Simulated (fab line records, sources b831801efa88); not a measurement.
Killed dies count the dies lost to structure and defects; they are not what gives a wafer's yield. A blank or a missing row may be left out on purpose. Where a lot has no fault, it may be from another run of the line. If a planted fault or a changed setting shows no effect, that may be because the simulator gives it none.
Comparing a struck lot with a sound one ; flow sky130 ; 15 steps out of a route of 708
Sound: wafers L465.4, L465.5, L465.6. Wafers L474.1, L474.3, L474.6 were the ones struck. The cause comes at the end.
Order at every step that has rows: each side's tool, ch and its chambers, its first start. Under that, the readings that differ: sound wafers ; struck wafers ; difference of the means ; sigmas: that difference in standard deviations of wafers without a fault.
alike: readings with means less than 2 such deviations apart, plus words and numbers identical on both sides. not compared: withheld readings, readings lacking a value on some wafer, bounds such as >300 that could conceal the same value, and numbers that have no deviation in the record and whose values overlap.
A row with sigmas, a row that says differs or no value, or rows on one side alone: a step with any of these is where the two part. Non-overlapping numbers with no deviation appear without sigmas and do not part them. A reading missing from all wafers of one side parts the sides only when that side holds two or more wafers.

first, 4 steps without rows for these wafers: SKY_VIA3_STRIP_16 (strips in O2/N2); SKY_VIA3_STRIP_17 (strips in post etch residue remover, time 1200 s); SKY_VIA3_CLEAN_18 (cleans in IPA, time 180 s); SKY_VIA3_CLEAN_19 (cleans in O3/DIW).
SKY_VIA3_SPUTTER_20: material TiN, target thk 20 nm, time 80 s.
  sound: pvd-sputter-02 at day 40 11:50; struck: pvd-sputter-01 at day 43 09:52
  alike: throttle-valve-pct
then, 1 step without rows for these wafers: SKY_VIA3_CVD_21 (deposits W, target thk 390 nm, time 117.31 s).
SKY_VIA3_RS_MEAS_22: measurement is done with a four-point probe.
  sound: film-metro-04 at day 40 12:05; struck: film-metro-03 at day 43 10:03
  alike: VIA3_W_RS
SKY_VIA3_THK_MEAS_23: measures by xrf.
  sound: film-metro-04 at day 40 12:10; struck: film-metro-03 at day 43 10:10
  alike: VIA3_W_THK
then, 1 step without rows for these wafers: SKY_VIA3_CMP_24 (polishes, stops on SiO2, t overpolish 20 s, target thk 0 nm).
SKY_METAL4_SPUTTER_00: material Ti, target thk 15 nm, time 10 s.
  sound: pvd-sputter-03 at day 40 12:30; struck: pvd-sputter-03 at day 43 10:32
  alike: throttle-valve-pct
SKY_METAL4_SPUTTER_01: material TiN, target thk 20 nm, time 16.7 s.
  sound: pvd-sputter-03 at day 40 12:31; struck: pvd-sputter-03 at day 43 10:33
  alike: throttle-valve-pct
SKY_METAL4_SPUTTER_02: material AlCu, target thk 735 nm, time 39.1 s.
  sound: pvd-sputter-03 at day 40 12:32; struck: pvd-sputter-03 at day 43 10:35
  alike: throttle-valve-pct
SKY_METAL4_SPUTTER_03: material Ti, target thk 5 nm, time 3.3 s.
  sound: pvd-sputter-03 at day 40 12:35; struck: pvd-sputter-03 at day 43 10:37
reading;sound;struck;difference;sigmas
model.Ti_of_METAL4_SPUTTER_03.thk-nm (nm);5.005 4.973 5.051;3.281 3.285 3.37;-1.698;
  alike: throttle-valve-pct
SKY_METAL4_SPUTTER_04: material TiN, target thk 70 nm, time 58.3 s.
  sound: pvd-sputter-03 at day 40 12:36; struck: pvd-sputter-03 at day 43 10:38
  alike: throttle-valve-pct
SKY_PAD_OPEN_PROBE_99:
  rows exist in the record for the sound wafers here (prober-02, day 46 09:34), none for the struck ones

WHERE THEY PART
Only at SKY_PAD_OPEN_PROBE_99, as far as this record shows.

WHY: whatever the simulator had introduced
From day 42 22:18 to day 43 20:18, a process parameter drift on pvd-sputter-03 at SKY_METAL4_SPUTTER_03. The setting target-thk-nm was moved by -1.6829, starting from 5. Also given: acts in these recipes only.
